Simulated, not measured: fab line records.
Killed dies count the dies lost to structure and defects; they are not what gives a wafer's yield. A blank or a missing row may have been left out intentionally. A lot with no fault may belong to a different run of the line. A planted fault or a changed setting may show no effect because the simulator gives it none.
The tool behind it: which one? -- flow gf180mcu -- Sampling: 14 lots, 42 wafers, 4 of 602 route steps

WHAT THE GAUGES READ, wafer by wafer
GF_VT_IMPLANT_OVL_MEAS_40. Usual: VT_IMPLANT_03_OVL gives 0.1 nm (standard deviation 1.5).
lot,measured,on,VT_IMPLANT_03_OVL (nm),flag
L108,day 7 11:31,overlay-01,-2.9 -2.4 -2.0,
L109,day 7 17:22,overlay-01,0.4 0.0 0.9,
L111,day 8 07:12,overlay-02,0.7 0.8 0.9,
L112,day 8 15:04,overlay-02,-1.7 -1.6 -0.7,
L113,day 8 22:07,overlay-02,1.6 2.0 3.5,
L117,day 9 22:46,overlay-01,-3.8 -1.4 -3.3,
L118,day 10 08:33,overlay-01,-2.0 -1.0 -2.3,
L119,day 10 14:16,overlay-01,0.3 0.6 0.3,
L120,day 10 23:42,overlay-02,-0.9 -0.2 -0.3,
L121,day 11 04:57,overlay-02,-0.4 2.1 0.8,
L126,day 12 16:23,overlay-01,0.3 -1.1 -1.5,
L127,day 12 22:43,overlay-01,-0.7 -0.1 -1.2,
L129,day 13 08:51,overlay-01,-0.7 -1.5 -1.4,
L131,day 14 00:25,overlay-01,0.7 -0.8 -2.0,

GF_POLY_GATE_OVL_MEAS_11. Usual: POLY_GATE_OVL gives -1 nm (standard deviation 5.2).
lot,measured,on,POLY_GATE_OVL (nm),flag
L108,day 9 02:29,overlay-01,4 3 5,
L109,day 9 08:29,overlay-01,0 -3 -4,
L111,day 10 01:58,overlay-01,-4 -7 -6,
L112,day 10 08:26,overlay-02,1 -3 2,
L113,day 10 14:19,overlay-02,-2 -1 0,
L117,day 11 19:14,overlay-01,3 2 12,
L118,day 12 08:35,overlay-02,11 5 1,
L119,day 12 12:47,overlay-01,5 -3 2,
L120,day 12 22:31,overlay-01,-11 -12 -7,
L121,day 13 07:35,overlay-01,-6 -5 -5,
L126,day 14 16:14,overlay-01,-6 -2 -8,
L127,day 14 21:20,overlay-01,1 -1 -2,
L129,day 15 11:16,overlay-02,3 5 7,
L131,day 16 01:37,overlay-02,-9 -9 -8,

GF_HV_LDD_CD_MEAS_07 targets a cd of 400 nm. Usual: cdNm reads 400.0 nm (standard deviation 2.3).
lot,measured,on,cdNm (nm),flag
L108,day 9 21:45,cdSem-01,402.5 399.0 401.2,
L109,day 10 04:04,cdSem-01,396.7 395.6 397.9,
L111,day 10 21:36,cdSem-01,398.6 400.6 400.8,
L112,day 11 04:11,cdSem-01,400.9 398.5 397.9,
L113,day 11 09:51,cdSem-02,403.1 400.8 403.4,
L117,day 12 16:59,cdSem-01,396.3 398.7 399.1,
L118,day 13 06:24,cdSem-01,402.5 402.6 401.0,
L119,day 13 10:48,cdSem-02,396.6 394.9 394.2,
L120,day 13 20:06,cdSem-02,400.5 403.8 400.3,
L121,day 14 05:42,cdSem-01,399.9 403.5 400.7,
L126,day 15 15:55,cdSem-02,402.3 400.7 399.9,
L127,day 15 20:46,cdSem-01,398.6 401.8 399.8,
L129,day 16 11:09,cdSem-02,396.9 397.9 398.4,
L131,day 17 03:03,cdSem-01,403.8 403.9 401.2,

WHAT TOOL EACH LOT RAN ON (gives the tool, then ch and the chambers of the sampled wafers, and finally the start)
lot,GF_POLY_GATE_ETCH_12
L108,"rieDiel-03 ch 0,2,3, day 9 02:31"
L109,"rieDiel-01 ch 0,1,2, day 9 08:31"
L111,"rieDiel-04 ch 0,2, day 10 02:01"
L112,"rieDiel-03 ch 1,3, day 10 08:27"
L113,"rieDiel-01 ch 1,2,3, day 10 14:21"
L117,"rieDiel-01 ch 1,3, day 11 19:16"
L118,"rieDiel-04 ch 0,1,3, day 12 08:37"
L119,"rieDiel-01 ch 2,3, day 12 12:49"
L120,"rieDiel-01 ch 1,2, day 12 22:33"
L121,"rieDiel-04 ch 0,1,2, day 13 07:37"
L126,"rieDiel-03 ch 0,2,3, day 14 16:17"
L127,"rieDiel-04 ch 0,2,3, day 14 21:22"
L129,"rieDiel-04 ch 0,2,3, day 15 11:19"
L131,"rieDiel-03 ch 0,1, day 16 01:39"
- GF_POLY_GATE_ETCH_12: etches BARC in N2/H2.

AS READ BY THE TOOLS THEMSELVES (means over the sampled wafers that have a number; for cases with no such wafer, the mark the record gives instead)
GF_POLY_GATE_ETCH_12. Usual: biasW 100.07 W, standard deviation 0.27; drypumpMotorCurrentA 5.6 A, standard deviation 0.38; oesProductAu 0.735 a.u., standard deviation 0.0046; throttleValvePct 13.215 %, standard deviation 0.0089.
lot,tool,biasW (W),drypumpMotorCurrentA (A),oesProductAu (a.u.),throttleValvePct (%),flag
L108,rieDiel-03,100.17,5.5,0.738,13.215,
L109,rieDiel-01,99.91,6.1,0.737,13.214,
L111,rieDiel-04,100.12,5.7,0.740,13.216,
L112,rieDiel-03,100.08,5.3,0.740,13.214,
L113,rieDiel-01,100.03,5.8,0.731,13.218,
L117,rieDiel-01,100.24,5.8,0.737,13.211,
L118,rieDiel-04,100.03,5.5,0.736,13.208,
L119,rieDiel-01,100.04,5.8,0.738,13.220,
L120,rieDiel-01,99.70,5.8,0.735,13.209,
L121,rieDiel-04,100.31,5.5,0.737,13.210,
L126,rieDiel-03,99.86,5.4,0.736,13.212,
L127,rieDiel-04,90.53,5.7,0.738,13.208,OFF
L129,rieDiel-04,90.70,5.7,0.736,13.213,OFF
L131,rieDiel-03,100.04,5.0,0.731,13.214,

THE ANSWER, worked out from the rows above alone
Rule: a lot is off if the mean of its wafers that have a number lies more than 3 standard deviations from the usual mean. A lot without any number at a reading at which 4 lots or more have one is off too. The other lots that the step has rows for count as sound. First the gauges in route order, then the tools' own readings, where a lot's mean is used as printed above. At the first step where some lot is off, the reading lying furthest off is the one used; lots without a number count as furthest.
Off: L127, L129 (GF_POLY_GATE_ETCH_12, biasW).
If a tool, at that step or one of the process steps before it, ran each lot that is off and ran no sound lot following the first of them, it fits. One candidate fits, namely rieDiel-04 at GF_POLY_GATE_ETCH_12. Its last sound lot is L121 (day 13 07:37), its first lot that is off L127 (day 14 21:22): a fault that began between those two fits.
On the lots that are off, the tool's own readings at GF_POLY_GATE_ETCH_12 differ by more than 5 times the standard deviation of the sound lots' means, which bears it out; biasW reads 90.62 W there versus 100.04 W on the sound lots.

WHAT THE SIMULATOR HAD INSERTED
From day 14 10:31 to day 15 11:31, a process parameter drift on rieDiel-04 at GF_POLY_GATE_ETCH_12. Setting biasW, moved by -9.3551, from 100. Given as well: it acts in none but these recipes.
Lots struck among those shown: L127, L129. The rule above found the same.
